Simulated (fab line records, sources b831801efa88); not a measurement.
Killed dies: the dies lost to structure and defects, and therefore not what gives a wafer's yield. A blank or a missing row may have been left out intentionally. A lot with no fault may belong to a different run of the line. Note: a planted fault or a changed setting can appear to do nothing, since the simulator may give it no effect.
fab line records + flow sky130
record:
- lots: 6
- wafers: 18
- last-day: 49
route steps=708 shown METAL4@622 PAD_OPEN@708
lots that met no fault: from a run of the same line without faults
start-h: hours from the record's first day to the start of the lot's first wafer shown + wait-h: how many hours have passed since the lot's step before this one + " same as the row above + L1.1+2: a single row standing in for several wafers + - no value present, or no start provided + * or withheld: withheld + < > ~ a bound
route shown NAME@n: names a module that has steps shown in the file, with the first one's number in the route + usual: mean and standard deviation over wafers with no fault + same: alike in all rows + chamber/n: place in a boat + sites: the reading at each site + _std_site: standard deviation across them + _edge_site: mean of outer sites minus mean of inner sites + radius-mm: how far each site lies from the wafer's centre + mask NAME#n: copy n + behind: the most recent tool/chamber to have shaped the wafer + hold: why the lot was held/for how many hours/how that ended + device: transistor that didn't switch, given as n, p or np + end of line: tests of these same wafers at the route's end + where a step has no rows: the recipe by itself + killed: the dies lost at the first sort to structure and to defects; this is not the yield of the wafer + map: shows each die of a wafer: x if killed, . if not, _ if none is there
set.NAME: the setting as run; set.NAME@STEP: as run at that earlier step + model.NAME: the simulator's own value behind a step, which no gauge read
lots at selected steps of the route; one table per step, one row per wafer
services: from which hour (start-h, from the record's first day; less than 0 if before it) a tool's chamber was out of use, for how many hours, and why
== steps ==
step: SKY_METAL4_HMDS_06
recipe:
- prime-time-s: 60
- prime-temp-c: 120
step: SKY_METAL4_COAT_07
recipe:
- resist: BARC
- temp-c: withheld
- time-s: withheld
- spin-rpm: 3000
- resist-thk-nm: 60
step: SKY_METAL4_COAT_08
recipe:
- resist: KrF-thick
- spin-rpm: 3000
- resist-thk-nm: 1140
step: SKY_METAL4_SOFTBAKE_09
recipe:
- temp-c: 100
- time-s: 90
- resist: KrF-thick
step: SKY_METAL4_EXPOSE_10
recipe:
- mask-id: MM4
- na: 0.68
- source-shape: annular
- sigma-inner: 0.4
- sigma-outer: 0.8
- target-cd-nm: 300
- dose-mj: 28
step: SKY_METAL4_PEB_11
recipe:
- peb-temp-c: withheld
- peb-time-s: withheld
- resist: KrF-thick
step: SKY_METAL4_DEVELOP_12
recipe:
- develop-time-s: 60
- resist: KrF-thick
- dev-temp-c: 21
step: SKY_METAL4_CD_MEAS_13
recipe:
- target-cd-nm: 300
usual:
- cd-nm: 301.0/1.4
| lot.wafer | tool      | chamber | start-h | wait-h | cd-nm |
|-----------|-----------|---------|---------|--------|-------|
| L617.1    | cd-sem-01 | -       | 996.72  | -      | 300.0 |
| L617.2    | "         | -       | "       | "      | 299.2 |
| L617.5    | "         | -       | "       | "      | 302.5 |
| L620.2    | cd-sem-02 | -       | 1013.77 | -      | 298.7 |
| L620.3    | "         | -       | "       | "      | 298.9 |
| L620.6    | "         | -       | "       | "      | 300.2 |
| L625.3    | cd-sem-01 | -       | 1048.95 | -      | 300.2 |
| L625.4    | "         | -       | "       | "      | 301.8 |
| L625.5    | "         | -       | "       | "      | 301.4 |
| L629.2    | cd-sem-02 | -       | 1074.87 | -      | 303.0 |
| L629.3    | "         | -       | "       | "      | 303.5 |
| L629.6    | "         | -       | "       | "      | 302.4 |
| L633.1    | cd-sem-02 | -       | 1094.81 | -      | 301.0 |
| L633.2    | "         | -       | "       | "      | 300.1 |
| L633.4    | "         | -       | "       | "      | 300.6 |
| L634.1    | cd-sem-02 | -       | 1103.89 | -      | 298.4 |
| L634.4    | "         | -       | "       | "      | 299.0 |
| L634.6    | "         | -       | "       | "      | 299.4 |
step: SKY_METAL4_OVL_MEAS_14
usual:
- METAL4_OVL: 1/5.4
| lot.wafer | tool       | chamber | start-h | wait-h | METAL4_OVL[nm] |
|-----------|------------|---------|---------|--------|----------------|
| L617.1    | overlay-02 | -       | 996.84  | 0.1    | -5             |
| L617.2    | "          | -       | "       | "      | -7             |
| L617.5    | "          | -       | "       | "      | -1             |
| L620.2    | overlay-02 | -       | 1013.88 | 0.1    | 9              |
| L620.3    | "          | -       | "       | "      | 1              |
| L620.6    | "          | -       | "       | "      | 9              |
| L625.3    | overlay-02 | -       | 1049.05 | 0.1    | 3              |
| L625.4    | "          | -       | "       | "      | 0              |
| L625.5    | "          | -       | "       | "      | 9              |
| L629.2    | overlay-02 | -       | 1074.98 | 0.1    | 1              |
| L629.3    | "          | -       | "       | "      | 0              |
| L629.6    | "          | -       | "       | "      | -9             |
| L633.1    | overlay-01 | -       | 1094.93 | 0.1    | 7              |
| L633.2    | "          | -       | "       | "      | 2              |
| L633.4    | "          | -       | "       | "      | 8              |
| L634.1    | overlay-01 | -       | 1104.01 | 0.1    | 11             |
| L634.4    | "          | -       | "       | "      | 5              |
| L634.6    | "          | -       | "       | "      | 4              |
step: SKY_METAL4_DESCUM_15
recipe:
- chemistry: O2
- source-power-w: 150
- bias-power-w: 0
- pressure-mtorr: 10
- temp-c: 40
- time-s: 8
usual:
- drypump-motor-current-A: 6.0/0.49
- oes-product-au: 1.002/0.01
| lot.wafer | tool         | chamber | start-h | wait-h | drypump-motor-current-A | oes-product-au | rf-hours-counter-h |
|-----------|--------------|---------|---------|--------|-------------------------|----------------|--------------------|
| L617.1    | rie-metal-02 | 1       | 996.88  | 0.0    | 5.3                     | 1.015          | 16                 |
| L617.2    | "            | 0       | "       | "      | 5.9                     | 1.003          | 8                  |
| L617.5    | "            | 0       | "       | "      | 5.9                     | 1.010          | -                  |
| L620.2    | rie-metal-01 | 0       | 1013.91 | 0.0    | 5.9                     | 0.973          | 7                  |
| L620.3    | "            | 0       | "       | "      | 5.9                     | 0.981          | -                  |
| L620.6    | "            | 0       | "       | "      | 5.9                     | 0.984          | -                  |
| L625.3    | rie-metal-01 | 1       | 1049.08 | 0.0    | 6.7                     | 1.010          | -                  |
| L625.4    | "            | 0       | "       | "      | 5.9                     | 1.002          | -                  |
| L625.5    | "            | 1       | "       | "      | 6.7                     | 1.005          | -                  |
| L629.2    | rie-metal-01 | 0       | 1075.01 | 0.0    | 5.9                     | 0.977          | 10                 |
| L629.3    | "            | 0       | "       | "      | 5.9                     | 1.003          | -                  |
| L629.6    | "            | 1       | "       | "      | 6.7                     | 1.003          | -                  |
| L633.1    | rie-metal-04 | 1       | 1094.97 | 0.0    | 6.6                     | 0.994          | 23                 |
| L633.2    | "            | 0       | "       | "      | 6.0                     | 1.015          | 17                 |
| L633.4    | "            | 1       | "       | "      | 6.6                     | 1.009          | -                  |
| L634.1    | rie-metal-02 | 0       | 1104.04 | 0.0    | 5.9                     | 1.010          | 14                 |
| L634.4    | "            | 0       | "       | "      | 5.9                     | 1.021          | -                  |
| L634.6    | "            | 0       | "       | "      | 5.9                     | 1.010          | -                  |
step: SKY_METAL4_ETCH_16
recipe:
- chemistry: N2/H2
- target: BARC
- ion-energy-ev: 200
- bias-w: 100
- pressure-mtorr: 30
- n2-flow-sccm: 100
- h2-flow-sccm: 200
- icp-w: 500
- stop-on: SiO2
- time-s: 88.2
- target-depth-a: 600
usual:
- drypump-motor-current-A: 6.0/0.49
- oes-product-au: 0.626/0.0048
- throttle-valve-pct: 13.204/0.0089
| lot.wafer | tool         | chamber | start-h | wait-h | drypump-motor-current-A | oes-product-au | rf-hours-counter-h | throttle-valve-pct |
|-----------|--------------|---------|---------|--------|-------------------------|----------------|--------------------|--------------------|
| L617.1    | rie-metal-02 | 1       | 996.91  | 0.0    | 5.3                     | 0.634          | 16                 | 13.203             |
| L617.2    | "            | 0       | "       | "      | 5.9                     | 0.629          | 8                  | 13.209             |
| L617.5    | "            | 0       | "       | "      | 5.9                     | 0.627          | -                  | 13.193             |
| L620.2    | rie-metal-01 | 0       | 1013.94 | 0.0    | 5.9                     | 0.627          | 7                  | 13.197             |
| L620.3    | "            | 0       | "       | "      | 5.9                     | 0.624          | -                  | 13.218             |
| L620.6    | "            | 0       | "       | "      | 5.9                     | 0.620          | -                  | 13.215             |
| L625.3    | rie-metal-01 | 1       | 1049.13 | 0.0    | 6.7                     | 0.635          | -                  | 13.197             |
| L625.4    | "            | 0       | "       | "      | 5.9                     | 0.627          | -                  | 13.180             |
| L625.5    | "            | 1       | "       | "      | 6.7                     | 0.630          | -                  | 13.207             |
| L629.2    | rie-metal-01 | 0       | 1075.04 | 0.0    | 5.9                     | 0.624          | 11                 | 13.208             |
| L629.3    | "            | 0       | "       | "      | 5.9                     | 0.629          | -                  | 13.181             |
| L629.6    | "            | 1       | "       | "      | 6.7                     | 0.623          | -                  | 13.210             |
| L633.1    | rie-metal-04 | 1       | 1095.00 | 0.0    | 6.6                     | 0.625          | 23                 | 13.199             |
| L633.2    | "            | 0       | "       | "      | 6.1                     | 0.633          | 17                 | 13.222             |
| L633.4    | "            | 1       | "       | "      | 6.6                     | 0.618          | -                  | 13.214             |
| L634.1    | rie-metal-02 | 0       | 1104.08 | 0.0    | 5.9                     | 0.624          | 14                 | 13.201             |
| L634.4    | "            | 0       | "       | "      | 5.9                     | 0.620          | -                  | 13.207             |
| L634.6    | "            | 0       | "       | "      | 5.9                     | 0.617          | -                  | 13.189             |
step: SKY_METAL4_ETCH_17
recipe:
- target: SiO2
- stop-on: TiN
- chemistry: C4F8/O2/Ar
- source-w: 1500
- bias-w: 1200
- pressure-mtorr: 40
- c4f8-flow-sccm: withheld
- O2_flow_sccm: 6
- Ar_flow_sccm: 300
- time-s: 3.9
- target-depth-a: 150
usual:
- oes-product-au: 0.753/0.0058
| lot.wafer | tool        | chamber | start-h | wait-h | oes-product-au | rf-hours-counter-h |
|-----------|-------------|---------|---------|--------|----------------|--------------------|
| L617.1    | rie-diel-04 | 2       | 997.01  | 0.1    | 0.741          | 4                  |
| L617.2    | "           | 1       | "       | "      | 0.752          | 6                  |
| L617.5    | "           | 3       | "       | "      | 0.756          | -                  |
| L620.2    | rie-diel-01 | 2       | 1014.04 | 0.1    | 0.754          | 11                 |
| L620.3    | "           | 0       | "       | "      | 0.743          | 15                 |
| L620.6    | "           | 0       | "       | "      | 0.757          | -                  |
| L625.3    | rie-diel-04 | 1       | 1049.20 | 0.0    | 0.755          | 8                  |
| L625.4    | "           | 1       | "       | "      | 0.759          | -                  |
| L625.5    | "           | 2       | "       | "      | 0.755          | -                  |
| L629.2    | rie-diel-04 | 0       | 1075.14 | 0.1    | 0.751          | 14                 |
| L629.3    | "           | 3       | "       | "      | 0.751          | 11                 |
| L629.6    | "           | 3       | "       | "      | 0.753          | -                  |
| L633.1    | rie-diel-04 | 3       | 1095.10 | 0.1    | 0.754          | 12                 |
| L633.2    | "           | 2       | "       | "      | 0.758          | 7                  |
| L633.4    | "           | 1       | "       | "      | 0.767          | 10                 |
| L634.1    | rie-diel-04 | 1       | 1104.17 | 0.1    | 0.749          | 10                 |
| L634.4    | "           | 2       | "       | "      | 0.754          | -                  |
| L634.6    | "           | 1       | "       | "      | 0.756          | -                  |
step: SKY_METAL4_METAL_ETCH_18
recipe:
- target-depth-a: 8450
- stop-on: SiO2
- over-etch-frac: 0.3
- time-s: 183.1
- chemistry: Cl2/BCl3
- resist-sidewall-deg: 88
- pressure-mtorr: 10
- icp-w: 900
- bias-w: 48.5
- Cl2_flow_sccm: 60
- bcl3-flow-sccm: 30
usual:
- bcl3-flow-sccm: 29.99/0.1
- drypump-motor-current-A: 6.1/0.49
- oes-product-au: 0.866/0.0059
- throttle-valve-pct: 22.265/0.0089
| lot.wafer | tool         | chamber | start-h | wait-h | bcl3-flow-sccm | drypump-motor-current-A | oes-product-au | rf-hours-counter-h | throttle-valve-pct | model.KrF-thick_of_METAL4_COAT_08.thk-nm | model.METAL4.cd-nm | model.SiO2_of_VIA3_HDPCVD_00.thk-nm |
|-----------|--------------|---------|---------|--------|----------------|-------------------------|----------------|--------------------|--------------------|------------------------------------------|--------------------|-------------------------------------|
| L617.1    | rie-metal-01 | 1       | 997.03  | 0.0    | 29.98          | 6.7                     | 0.874          | 18                 | 22.259             | 515.8                                    | 296.2              | 435.4                               |
| L617.2    | "            | 1       | "       | "      | 30.04          | 6.7                     | 0.873          | -                  | 22.265             | 526.6                                    | 298.3              | 435.6                               |
| L617.5    | "            | 1       | "       | "      | 30.09          | 6.7                     | 0.868          | -                  | 22.274             | 518.8                                    | 300                | 434.5                               |
| L620.2    | rie-metal-04 | 0       | 1014.06 | 0.0    | 29.94          | 6.0                     | 0.869          | 12                 | 22.258             | 520.4                                    | 293.5              | 437                                 |
| L620.3    | "            | 1       | "       | "      | 29.91          | 6.6                     | 0.862          | -                  | 22.265             | 526.6                                    | 301                | 436.9                               |
| L620.6    | "            | 0       | "       | "      | 29.97          | 6.0                     | 0.876          | -                  | 22.262             | 518.4                                    | 296.7              | 436.9                               |
| L625.3    | rie-metal-04 | 0       | 1049.28 | 0.1    | 30.07          | 6.0                     | 0.874          | -                  | 22.270             | 532                                      | 300.6              | 435.5                               |
| L625.4    | "            | 1       | "       | "      | 29.86          | 6.6                     | 0.856          | -                  | 22.273             | 621.1                                    | 315.7              | 438.5                               |
| L625.5    | "            | 1       | "       | "      | 29.89          | 6.6                     | 0.866          | -                  | 22.265             | 617.3                                    | 314.4              | 439.2                               |
| L629.2    | rie-metal-04 | 1       | 1075.16 | 0.0    | 30.10          | 6.6                     | 0.863          | 21                 | 22.272             | 601                                      | 309.3              | 439                                 |
| L629.3    | "            | 1       | "       | "      | 30.19          | 6.6                     | 0.861          | -                  | 22.268             | 525.2                                    | 302                | 436.5                               |
| L629.6    | "            | 0       | "       | "      | 29.98          | 6.0                     | 0.853          | -                  | 22.265             | 519.1                                    | 296.5              | 436.6                               |
| L633.1    | rie-metal-01 | 0       | 1095.12 | 0.0    | 29.88          | 5.9                     | 0.873          | 12                 | 22.264             | 531.3                                    | 298.5              | 435.3                               |
| L633.2    | "            | 1       | "       | "      | 30.08          | 6.7                     | 0.866          | 25                 | 22.265             | 514.4                                    | 302.7              | 434.7                               |
| L633.4    | "            | 1       | "       | "      | 30.19          | 6.7                     | 0.870          | -                  | 22.252             | 516.1                                    | 299.6              | 434.9                               |
| L634.1    | rie-metal-01 | 1       | 1104.19 | 0.0    | 29.94          | 6.7                     | 0.873          | 25                 | 22.254             | 528.9                                    | 295.5              | 435.4                               |
| L634.4    | "            | 0       | "       | "      | 29.95          | 5.9                     | 0.860          | -                  | 22.257             | 533.5                                    | 298.9              | 435.7                               |
| L634.6    | "            | 1       | "       | "      | 29.94          | 6.7                     | 0.867          | -                  | 22.273             | 526.9                                    | 294.8              | 435.8                               |
step: SKY_METAL4_STRIP_19
recipe:
- chemistry: O2/N2
- power-w: 1400
- pressure-mtorr: 1500
- platen-temp-c: withheld
- o2-flow-sccm: 3000
- n2-flow-sccm: 300
- overash-fraction: 0.5
usual:
- drypump-motor-current-A: 5.6/0.42
- oes-product-au: 0.501/0.0053
- strip-time-to-endpoint-s: 6.50/0.071
| lot.wafer | tool            | chamber | start-h | wait-h | drypump-motor-current-A | oes-product-au | rf-hours-counter-h | strip-time-to-endpoint-s |
|-----------|-----------------|---------|---------|--------|-------------------------|----------------|--------------------|--------------------------|
| L617.1    | plasma-asher-01 | 1       | 997.38  | 0.3    | 6.0                     | 0.497          | 56                 | 6.43                     |
| L617.2    | "               | 0       | "       | "      | 5.2                     | 0.505          | 56                 | 6.52                     |
| L617.5    | "               | 1       | "       | "      | 6.0                     | 0.499          | -                  | 6.46                     |
| L620.2    | plasma-asher-03 | 0       | 1014.24 | 0.1    | 6.1                     | 0.500          | 83                 | 6.47                     |
| L620.3    | "               | 0       | "       | "      | 6.1                     | 0.495          | -                  | 6.53                     |
| L620.6    | "               | 1       | "       | "      | 5.4                     | 0.494          | -                  | 6.44                     |
| L625.3    | plasma-asher-04 | 0       | 1049.43 | 0.1    | 5.6                     | 0.503          | -                  | 6.58                     |
| L625.4    | "               | 1       | "       | "      | 5.0                     | 0.536          | -                  | 7.47                     |
| L625.5    | "               | 1       | "       | "      | 5.0                     | 0.535          | -                  | 7.43                     |
| L629.2    | plasma-asher-03 | 0       | 1075.34 | 0.1    | 6.1                     | 0.540          | 89                 | 7.27                     |
| L629.3    | "               | 0       | "       | "      | 6.1                     | 0.500          | -                  | 6.53                     |
| L629.6    | "               | 0       | "       | "      | 6.1                     | 0.499          | -                  | 6.45                     |
| L633.1    | plasma-asher-03 | 1       | 1095.30 | 0.1    | 5.3                     | 0.504          | 91                 | 6.57                     |
| L633.2    | "               | 0       | "       | "      | 6.1                     | 0.503          | 91                 | 6.40                     |
| L633.4    | "               | 1       | "       | "      | 5.3                     | 0.501          | -                  | 6.42                     |
| L634.1    | plasma-asher-03 | 0       | 1104.37 | 0.1    | 6.1                     | 0.497          | 92                 | 6.56                     |
| L634.4    | "               | 1       | "       | "      | 5.4                     | 0.513          | -                  | 6.60                     |
| L634.6    | "               | 1       | "       | "      | 5.4                     | 0.501          | -                  | 6.53                     |
step: SKY_METAL4_STRIP_20
recipe:
- chemistry: post-etch-residue-remover
- time-s: 1200
- temp-c: 72.5
step: SKY_PAD_OPEN_PROBE_99
usual:
- defect-limited-yield: 82.7/2
- killed_at_M0_to_M3: 42/7.7
- killed_at_M4_up: 3.1/1.9
- killed-at-contacts: 24/4.9
- killed-at-front-end: 15/4.6
- killed-at-other: 0.3/0.51
- killed-dies: 85/9.9
- killed-open: 47/7.1
- killed-short: 38/6.7
- sort_bin_3_pad_short: 0.9/0.46
- sort_bin_5_function: 10.1/1.5
- sort_bin_6_memory: 6.3/1.1
- sort-n-pass: 407/9.9
- sort-yield-pct: 82.7/2
same:
- gross-dies: 492
- killed-at-back-side: 0
- sort_bin_4_leakage[%]: 0
- sort_bin_8_speed[%]: 0
| lot.wafer | tool      | chamber | start-h | wait-h | defect-limited-yield[%] | killed_at_M0_to_M3 | killed_at_M4_up | killed-at-contacts | killed-at-front-end | killed-at-other | killed-dies | killed-open | killed-short | sort_bin_3_pad_short[%] | sort_bin_5_function[%] | sort_bin_6_memory[%] | sort-n-pass | sort-yield-pct[%] | model.etest.met4.width-nm | model.etest.met4.line-ohm-um |
|-----------|-----------|---------|---------|--------|-------------------------|--------------------|-----------------|--------------------|---------------------|-----------------|-------------|-------------|--------------|-------------------------|------------------------|----------------------|-------------|-------------------|---------------------------|------------------------------|
| L617.1    | prober-01 | -       | 1090.86 | 0.1    | 83.9                    | 37                 | 6               | 26                 | 10                  | 0               | 79          | 35          | 44           | 1.2                     | 9.6                    | 5.3                  | 413         | 83.9              | 296.1                     | 0.1407                       |
| L617.2    | prober-01 | -       | 1090.91 | 0.1    | 82.5                    | 45                 | 5               | 19                 | 17                  | 0               | 86          | 48          | 38           | 0.2                     | 10.8                   | 6.5                  | 406         | 82.5              | 297.3                     | 0.1423                       |
| L617.5    | prober-01 | -       | 1091.06 | 0.2    | 82.9                    | 43                 | 4               | 28                 | 9                   | 0               | 84          | 48          | 36           | 0.8                     | 10.2                   | 6.1                  | 408         | 82.9              | 297.6                     | 0.1431                       |
| L620.2    | prober-02 | -       | 1106.61 | 0.1    | 81.7                    | 44                 | 4               | 21                 | 20                  | 1               | 90          | 51          | 39           | 0.4                     | 11.4                   | 6.5                  | 402         | 81.7              | 294.2                     | 0.1464                       |
| L620.3    | prober-02 | -       | 1106.66 | 0.2    | 83.5                    | 31                 | 4               | 32                 | 14                  | 0               | 81          | 51          | 30           | 0.2                     | 10.6                   | 5.7                  | 411         | 83.5              | 301.9                     | 0.1426                       |
| L620.6    | prober-02 | -       | 1106.81 | 0.2    | 80.3                    | 38                 | 3               | 29                 | 27                  | 0               | 97          | 65          | 32           | 0.6                     | 12.2                   | 6.9                  | 395         | 80.3              | 296.2                     | 0.1436                       |
| L625.3    | prober-01 | -       | 1137.03 | 0.2    | 86.2                    | 34                 | 1               | 23                 | 10                  | 0               | 68          | 39          | 29           | 1.4                     | 8.5                    | 3.9                  | 424         | 86.2              | 302.2                     | 0.1399                       |
| L625.4    | prober-01 | -       | 1137.08 | 0.2    | 82.1                    | 46                 | 1               | 26                 | 15                  | 0               | 88          | 47          | 41           | 0.8                     | 12.4                   | 4.7                  | 404         | 82.1              | 315.5                     | 0.1356                       |
| L625.5    | prober-01 | -       | 1137.13 | 0.2    | 83.3                    | 45                 | 2               | 27                 | 8                   | 0               | 82          | 43          | 39           | 1.0                     | 8.5                    | 7.1                  | 410         | 83.3              | 310.7                     | 0.1363                       |
| L629.2    | prober-01 | -       | 1159.50 | 0.1    | 83.7                    | 36                 | 6               | 23                 | 15                  | 0               | 80          | 37          | 43           | 1.0                     | 8.9                    | 6.3                  | 412         | 83.7              | 307.1                     | 0.1416                       |
| L629.3    | prober-01 | -       | 1159.55 | 0.2    | 83.7                    | 31                 | 1               | 23                 | 23                  | 2               | 80          | 40          | 40           | 1.8                     | 9.8                    | 4.7                  | 412         | 83.7              | 300.2                     | 0.1441                       |
| L629.6    | prober-01 | -       | 1159.70 | 0.2    | 78.0                    | 42                 | 2               | 37                 | 27                  | 0               | 108         | 60          | 48           | 1.6                     | 11.4                   | 8.9                  | 384         | 78.0              | 295.7                     | 0.1457                       |
| L633.1    | prober-01 | -       | 1175.06 | 0.1    | 82.5                    | 52                 | 2               | 18                 | 14                  | 0               | 86          | 51          | 35           | 0.8                     | 8.9                    | 7.7                  | 406         | 82.5              | 300.6                     | 0.1408                       |
| L633.2    | prober-01 | -       | 1175.11 | 0.1    | 80.5                    | 42                 | 4               | 26                 | 23                  | 1               | 96          | 51          | 44           | 0.6                     | 12.0                   | 6.9                  | 396         | 80.5              | 304.9                     | 0.1401                       |
| L633.4    | prober-01 | -       | 1175.21 | 0.2    | 86.4                    | 36                 | 3               | 18                 | 10                  | 0               | 67          | 39          | 28           | 0                       | 8.5                    | 5.1                  | 425         | 86.4              | 301.7                     | 0.1401                       |
| L634.1    | prober-02 | -       | 1183.18 | 0.1    | 85.4                    | 36                 | 3               | 21                 | 12                  | 0               | 72          | 39          | 33           | 0.6                     | 8.5                    | 5.5                  | 420         | 85.4              | 295.7                     | 0.1439                       |
| L634.4    | prober-02 | -       | 1183.33 | 0.2    | 82.7                    | 39                 | 5               | 24                 | 17                  | 0               | 85          | 45          | 40           | 1.0                     | 9.8                    | 6.5                  | 407         | 82.7              | 301.1                     | 0.1416                       |
| L634.6    | prober-02 | -       | 1183.43 | 0.2    | 84.6                    | 46                 | 0               | 20                 | 9                   | 1               | 76          | 44          | 32           | 0.8                     | 8.1                    | 6.5                  | 416         | 84.6              | 293.3                     | 0.1429                       |
killed by level:class
L617.1 CONTACT:geometric-particle:open=12 VIA1:geometric-particle:open=7 METAL4:geometric-particle:short=6 LOCAL_INTERCONNECT:geometric-particle:short=5 CONTACT:geometric-particle:short=5 METAL1:geometric-particle:short=5 METAL2:geometric-particle:short=5 FIELD_ISO:geometric-particle:short=4
L617.2 CONTACT:geometric-particle:open=11 METAL1:geometric-particle:short=9 FIELD_ISO:geometric-particle:open=8 METAL2:geometric-particle:short=8 VIA2:geometric-particle:open=6 VIA3:geometric-particle:open=6 VIA1:geometric-particle:open=5 FIELD_ISO:geometric-particle:short=4
L617.5 VIA1:geometric-particle:open=12 CONTACT:geometric-particle:open=7 CONTACT:geometric-particle:short=7 VIA3:geometric-particle:open=7 LOCAL_INTERCONNECT:geometric-particle:short=6 LI_CONTACT:geometric-particle:open=5 METAL1:geometric-particle:short=5 VIA2:geometric-particle:short=4
L620.2 CONTACT:geometric-particle:open=9 METAL1:geometric-particle:short=9 LI_CONTACT:geometric-particle:open=8 VIA1:geometric-particle:open=7 METAL2:geometric-particle:short=6 FIELD_ISO:geometric-particle:open=5 POLY_GATE:geometric-particle:open=5 VIA2:geometric-particle:open=5
L620.3 LI_CONTACT:geometric-particle:open=10 VIA1:geometric-particle:open=10 LOCAL_INTERCONNECT:geometric-particle:short=8 FIELD_ISO:geometric-particle:open=6 CONTACT:geometric-particle:open=6 CONTACT:geometric-particle:short=5 VIA3:geometric-particle:open=5 METAL1:geometric-particle:short=4
L620.6 VIA1:geometric-particle:open=14 LI_CONTACT:geometric-particle:open=13 CONTACT:geometric-particle:open=9 FIELD_ISO:geometric-particle:open=6 VIA2:geometric-particle:open=6 POLY_GATE:geometric-particle:short=5 POLY_GATE:geometric-particle:open=5 LOCAL_INTERCONNECT:geometric-particle:short=5
L625.3 CONTACT:geometric-particle:open=8 VIA2:geometric-particle:open=8 CONTACT:geometric-particle:short=6 VIA3:geometric-particle:short=6 VIA3:geometric-particle:open=5 LI_CONTACT:geometric-particle:open=4 FIELD_ISO:geometric-particle:open=3 LOCAL_INTERCONNECT:geometric-particle:short=3
L625.4 VIA1:geometric-particle:open=9 VIA2:geometric-particle:open=9 CONTACT:geometric-particle:short=7 CONTACT:geometric-particle:open=7 POLY_GATE:geometric-particle:open=5 METAL1:geometric-particle:short=5 VIA2:geometric-particle:short=5 VIA3:geometric-particle:open=5
L625.5 VIA1:geometric-particle:open=13 LI_CONTACT:geometric-particle:open=8 CONTACT:geometric-particle:open=8 METAL2:geometric-particle:short=6 LI_CONTACT:geometric-particle:short=5 CONTACT:geometric-particle:short=5 METAL1:geometric-particle:short=5 VIA2:geometric-particle:open=5
L629.2 LI_CONTACT:geometric-particle:open=8 METAL1:geometric-particle:short=8 VIA1:geometric-particle:open=5 FIELD_ISO:geometric-particle:short=5 LOCAL_INTERCONNECT:geometric-particle:short=5 CONTACT:geometric-particle:open=5 VIA2:geometric-particle:open=4 VIA3:geometric-particle:open=4
L629.3 LI_CONTACT:geometric-particle:open=10 VIA1:geometric-particle:open=7 METAL1:geometric-particle:short=6 FIELD_ISO:geometric-particle:short=5 POLY_GATE:geometric-particle:short=5 LI_CONTACT:geometric-particle:short=5 CONTACT:geometric-particle:open=5 FIELD_ISO:geometric-particle:open=4
L629.6 CONTACT:geometric-particle:open=12 VIA1:geometric-particle:open=12 LI_CONTACT:geometric-particle:open=9 FIELD_ISO:geometric-particle:open=7 VIA2:geometric-particle:open=7 FIELD_ISO:geometric-particle:short=6 CONTACT:geometric-particle:short=6 METAL1:geometric-particle:short=6
L633.1 VIA1:geometric-particle:open=14 VIA3:geometric-particle:open=7 LI_CONTACT:geometric-particle:open=7 VIA1:geometric-particle:short=6 CONTACT:geometric-particle:open=6 METAL2:geometric-particle:short=6 VIA2:geometric-particle:open=6 FIELD_ISO:geometric-particle:open=5
L633.2 CONTACT:geometric-particle:open=10 METAL2:geometric-particle:short=10 VIA3:geometric-particle:open=10 LI_CONTACT:geometric-particle:open=8 FIELD_ISO:geometric-particle:open=7 FIELD_ISO:geometric-particle:short=7 METAL1:geometric-particle:short=6 POLY_GATE:geometric-particle:open=4
L633.4 CONTACT:geometric-particle:open=11 VIA1:geometric-particle:open=10 VIA3:geometric-particle:open=6 METAL2:geometric-particle:short=5 METAL1:geometric-particle:short=4 FIELD_ISO:geometric-particle:short=3 POLY_GATE:geometric-particle:open=3 METAL4:geometric-particle:short=3
L634.1 LI_CONTACT:geometric-particle:open=7 VIA1:geometric-particle:open=7 CONTACT:geometric-particle:open=6 FIELD_ISO:geometric-particle:open=5 VIA3:geometric-particle:open=5 VIA3:geometric-particle:short=5 CONTACT:geometric-particle:short=4 METAL2:geometric-particle:short=4
L634.4 LI_CONTACT:geometric-particle:open=10 VIA1:geometric-particle:open=8 CONTACT:geometric-particle:short=6 VIA3:geometric-particle:open=6 FIELD_ISO:geometric-particle:open=5 VIA2:geometric-particle:open=5 FIELD_ISO:geometric-particle:short=4 POLY_GATE:geometric-particle:short=4
L634.6 VIA3:geometric-particle:open=11 VIA1:geometric-particle:open=11 CONTACT:geometric-particle:open=9 METAL1:geometric-particle:short=5 VIA1:geometric-particle:short=5 VIA2:geometric-particle:open=5 FIELD_ISO:geometric-particle:short=4 LI_CONTACT:geometric-particle:open=4
== services ==
| tool            | chamber | start-h | hours | kind   |
|-----------------|---------|---------|-------|--------|
| rie-diel-01     | 1       | 986.80  | 9.4   | repair |
| rie-diel-01     | 1       | 1005.88 | 9.0   | repair |
| rie-diel-04     | 0       | 1010.75 | 2.0   | repair |
| rie-diel-04     | -       | 1015.01 | 4.6   | repair |
| rie-diel-04     | 2       | 1015.78 | 3.3   | repair |
| rie-metal-04    | -       | 1026.02 | 0.4   | repair |
| rie-metal-04    | 1       | 1035.49 | 5.6   | repair |
| plasma-asher-04 | -       | 1039.85 | 5.7   | repair |
| plasma-asher-01 | -       | 1042.12 | 5.5   | repair |
| rie-diel-04     | 3       | 1043.56 | 8.8   | repair |
| plasma-asher-03 | -       | 1059.28 | 12.8  | pm     |
| plasma-asher-01 | -       | 1069.16 | 0.4   | repair |
| plasma-asher-01 | -       | 1091.55 | 2.4   | repair |
| rie-diel-04     | 3       | 1098.87 | 11.8  | repair |
== key ==
first-sign:
- step: SKY_METAL4_STRIP_19
- reading: strip-time-to-endpoint-s
- direction: up
- sigmas: 12
- usual: *
- struck: *
effect:
- step: SKY_METAL4_STRIP_19
- reading: oes-product-au
- direction: up
- sigmas: 6.8
- usual: 0.501
- struck: 0.537
model-effect:
- step: SKY_METAL4_METAL_ETCH_18
- value: KrF-thick_of_METAL4_COAT_08.thk-nm
- without: 532.1
- struck: 613.2
model-effect:
- step: SKY_PAD_OPEN_PROBE_99
- value: etest.met4.width-nm
- without: 302.2
- struck: 311.1
met-at SKY_METAL4_METAL_ETCH_18
struck-wafers L625.4,L625.5,L629.2
onset-between 1014.06 1049.28
fault:
- kind: process-parameter-drift
- tool: rie-metal-04
- chamber: -
- onset-h: 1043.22
- steps: SKY_METAL4_METAL_ETCH_18
- channel: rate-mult
- offset: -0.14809
- shape: step
- end-h: 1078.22
- scope: struck-wafers-only
